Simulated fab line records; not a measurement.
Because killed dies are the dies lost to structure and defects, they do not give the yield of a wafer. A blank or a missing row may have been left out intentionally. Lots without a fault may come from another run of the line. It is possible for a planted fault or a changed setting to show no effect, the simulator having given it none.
One fault through the eyes of 2 desks :: flow sky130 :: what lay behind the numbers comes last; until then each desk has only its own

## AT THE METROLOGY DESK
What the gauges read, lot by lot, whatever tool the lot ran on: means of the sampled wafers that have a number. Any lot whose mean is over 4 standard deviations away from the usual mean is out of limits and marked OUT; that distance is given in the brackets.
Columns: A = LDD_HVP_TW at SKY_LDD_HVP_TW_MEAS_10, usual 458
lot: L431
first seen here: day 21 03:43
A: 448

lot: L433
first seen here: day 22 05:22
A: 459

lot: L435
first seen here: day 23 01:53
A: 469

lot: L437
first seen here: day 23 15:53
A: 458

lot: L438
first seen here: day 24 04:52
A: 465

lot: L439
first seen here: day 24 06:59
A: 459

lot: L442
first seen here: day 25 11:55
A: 448

lot: L443
first seen here: day 25 21:38
A: 447

lot: L449
first seen here: day 27 17:46
A: 462

lot: L451
first seen here: day 28 11:40
A: 465

lot: L453
first seen here: day 29 01:46
A: 447

lot: L454
first seen here: day 29 17:43
A: 466
This desk's finding: nothing out of limits on any of the 12 lots.

## TOOL OWNER'S DESK, implanter-03
For each lot that ran on this tool, the mean over its sampled wafers that have a number, from the tool's own readings at SKY_LDD_LDN_IMPLANT_10. Any lot whose mean is over 4 standard deviations away from the usual mean is out of limits and marked OUT; that distance is given in the brackets.
Columns: A = dose ions cm2 at SKY_LDD_LDN_IMPLANT_10, usual 1.25e+13; B = faraday current uA at SKY_LDD_LDN_IMPLANT_10, usual 70.5
lot: L431
first seen here: day 22 10:24
A: 1.25e+13
B: 71.4

lot: L443
first seen here: day 27 02:32
A: 1.25e+13
B: 70.5

lot: L449
first seen here: day 28 22:16
A: 7.56e+12 (-99 or more) OUT
B: 42.9 (-18) OUT

lot: L451
first seen here: day 29 15:56
A: 7.57e+12 (-99 or more) OUT
B: 42.9 (-18) OUT
This desk finds L449, L451 out of limits, L449 being first, at day 28 22:16 (dose ions cm2 at SKY_LDD_LDN_IMPLANT_10). L431, L443 stayed within limits.

## BROUGHT TOGETHER
An alarm could have come from the tool owner's desk at day 28 22:16, on L449, L451.
From the metrology desk's view, nothing was out of limits.
The metrology desk has L449, L451 on record, within its limits.
All the named lots went through SKY_LDD_LDN_IMPLANT_10 on implanter-03.

## WHAT THE SIMULATOR HAD PUT IN
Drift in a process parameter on implanter-03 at SKY_LDD_LDN_IMPLANT_10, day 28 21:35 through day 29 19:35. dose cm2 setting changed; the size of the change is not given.
Lots struck among those shown: L449, L451.
Delay in hours, fault start to first out-of-limits reading, by desk: the tool owner's desk at 1.
